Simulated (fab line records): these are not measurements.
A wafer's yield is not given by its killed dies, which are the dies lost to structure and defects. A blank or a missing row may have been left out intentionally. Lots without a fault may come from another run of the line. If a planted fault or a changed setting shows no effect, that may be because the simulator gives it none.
2 desks looking at one fault -- flow sky130 -- what lay behind the numbers comes last; until then each desk has only its own

## DESK OF THE TOOL OWNER: pvd sputter-02
The tool's own readings at SKY_METAL1_SPUTTER_02 (material AlCu, target thk 250 nm, time 13.3 s): means of the sampled wafers that have a number, for each lot that ran on this tool. A lot is out of limits, marked OUT, if its mean lies more than 4 standard deviations from the usual mean; the brackets give that distance.
Columns: A = throttle valve pct at SKY_METAL1_SPUTTER_02, usual 30.0 %
lot,first seen here,A
L984,day 30 21:06,28.9
L990,day 33 01:56,29.5
L992,day 34 01:10,29.8
L100,day 37 21:22,29.9
L105,day 38 23:46,30.4
Result from this desk: across the 5 lots, nothing is out of limits.

## FROM THE METROLOGY DESK
What the gauges read for every lot (on any tool): the sampled wafers with a number, averaged. A lot is out of limits, marked OUT, if its mean lies more than 4 standard deviations from the usual mean; the brackets give that distance.
Columns: A = CONTACT_W_THK at SKY_CONTACT_THK_MEAS_26, usual 346 nm; B = METAL1_ALCU_RS at SKY_METAL1_RS_MEAS_05, usual 0.1263 ohm/sq; C = METAL1_ALCU_THK at SKY_METAL1_THK_MEAS_06, usual 247 nm
lot,first seen here,A,B,C
L984,day 30 20:42,340,0.1262,247
L990,day 33 01:34,338,0.1166 (-6.1) OUT,270 (+5.8) OUT
L992,day 34 00:46,340,0.1213,257
L996,day 35 03:00,349,0.1250,251
L998,day 37 12:05,342,0.1281,241
L100,day 37 20:57,345,0.1265,247
L101,day 37 21:58,350,0.1266,246
L103,day 38 10:33,352,0.1271,244
L105,day 38 23:21,339,0.1279,245
L106,day 39 13:40,344,0.1272,245
This desk's result: L990 out of limits, first on L990 (METAL1_ALCU_RS at SKY_METAL1_RS_MEAS_05), day 33 02:06. L984, L992, L996, L998, L100, L101, L103, L105, L106: within limits.

## TAKEN TOGETHER
L990 would have let the metrology desk raise an alarm at day 33 02:06.
The desk of the tool owner found nothing out of limits.
On record at the tool owner's desk: L990, within its limits.
All the named lots went through SKY_METAL1_SPUTTER_02 on pvd sputter-02.

## WHAT THE SIMULATOR HAD INSERTED
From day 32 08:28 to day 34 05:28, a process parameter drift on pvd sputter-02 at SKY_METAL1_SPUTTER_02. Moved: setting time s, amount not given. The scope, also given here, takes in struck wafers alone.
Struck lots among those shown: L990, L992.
Hours from the fault's start to each desk's first reading out of limits: the metrology desk, 18.
